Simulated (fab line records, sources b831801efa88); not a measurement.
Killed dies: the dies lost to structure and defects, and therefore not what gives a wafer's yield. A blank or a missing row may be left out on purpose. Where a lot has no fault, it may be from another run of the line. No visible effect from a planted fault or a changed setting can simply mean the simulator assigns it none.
A struck lot beside a sound one ; flow sfqLine ; 13 steps out of a route of 325
Sound: these wafers, L219.1, L219.3, L219.4. Struck: wafer L218.1 (L218.2, L218.5, from the same lot, were not struck and are left out); the cause is given at the end.
Each step with rows lists, per side, the tool, then ch with its chambers, then its first start. Under that, the readings that differ: sound wafers ; struck wafers ; difference of the means ; sigmas: that difference in standard deviations of wafers without a fault.
alike: words and numbers the same on both sides, and readings whose means are apart by under 2 such deviations; not compared: readings that were withheld, readings missing a value for some wafer, numbers with overlapping values and no deviation given by the record, and bounds like >300 which may hide the same value.
Wherever a step has rows on one side only, a row that says differs or no value, or a row with sigmas, the two part there. Numbers that have no deviation but don't overlap get no sigmas and don't part them. A reading that every wafer of one side lacks parts them only if that side has two wafers or more.

SFQ_TRILAYER_M7_DEP_SPUTTER_175: material Nb, target thk 200 nm, time 133.3 s.
  sound: pvdSputter-03 at day 77 13:54; struck: pvdSputter-06 at day 76 16:09
  alike: throttleValvePct
SFQ_M7_RS_MEAS_943: measurement is done with a four-point probe.
  sound: filmMetro-01 at day 77 13:59; struck: filmMetro-01 at day 76 16:14
  alike: M7_NB_RS
then, 6 steps without rows for these wafers: SFQ_TRILAYER_M7_LITHO_COAT_182 (resist thk 62 nm); SFQ_TRILAYER_M7_LITHO_COAT_177 (resist thk 600 nm); SFQ_TRILAYER_M7_LITHO_SOFTBAKE_181; SFQ_TRILAYER_M7_LITHO_EXPOSE_178 (exposes mask M7, target cd 500 nm); SFQ_TRILAYER_M7_LITHO_PEB_180 (peb time 60 s); SFQ_TRILAYER_M7_LITHO_DEVELOP_179 (time 60 s).
SFQ_M7_OVL_MEAS_945:
  sound: overlay-02 at day 77 16:33; struck: overlay-02 at day 76 18:40
  alike: M7_OVL
SFQ_TRILAYER_M7_BARC_OPEN_METAL_ETCH_229: etches BARC in O2, target depth 125 nm, time 41.7 s.
  sound on rieMetal-04 ch 0, day 77 16:35; struck on rieMetal-02 ch 1, day 76 18:43
  alike: drypumpMotorCurrentA, oesProductAu
  not compared: rfHoursCounterH
SFQ_TRILAYER_M7_ETCH_METAL_ETCH_180: etches Nb in Cl2/Ar, stops on SiO2, target depth 240 nm, time 120 s.
  sound on rieMetal-04 ch 0, day 77 16:42; struck on rieMetal-02 ch 1, day 76 18:46
  alike: drypumpMotorCurrentA, oesProductAu
  not compared: rfHoursCounterH
SFQ_TRILAYER_M7_STRIP_STRIP_181: strips in O2.
  sound on rieMetal-04 ch 0, day 77 16:57; struck on rieMetal-02 ch 1, day 76 18:53
reading;sound;struck;difference;sigmas
chamberPressureMTorr (mTorr);50.07 49.93 49.99;39.96;-10.04;-99 or more
  alike: drypumpMotorCurrentA, oesProductAu
  not compared: rfHoursCounterH
then, 1 step without rows for these wafers: SFQ_TRILAYER_M7_STRIP_SOLV_CLEAN_182 (cleans in NMP, time 600 s).

WHERE THEY PART
Only at SFQ_TRILAYER_M7_STRIP_STRIP_181, within this record.

WHY: the cause the simulator had injected
rieMetal-02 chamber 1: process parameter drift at SFQ_TRILAYER_M7_STRIP_STRIP_181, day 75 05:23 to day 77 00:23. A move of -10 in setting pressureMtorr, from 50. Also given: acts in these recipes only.
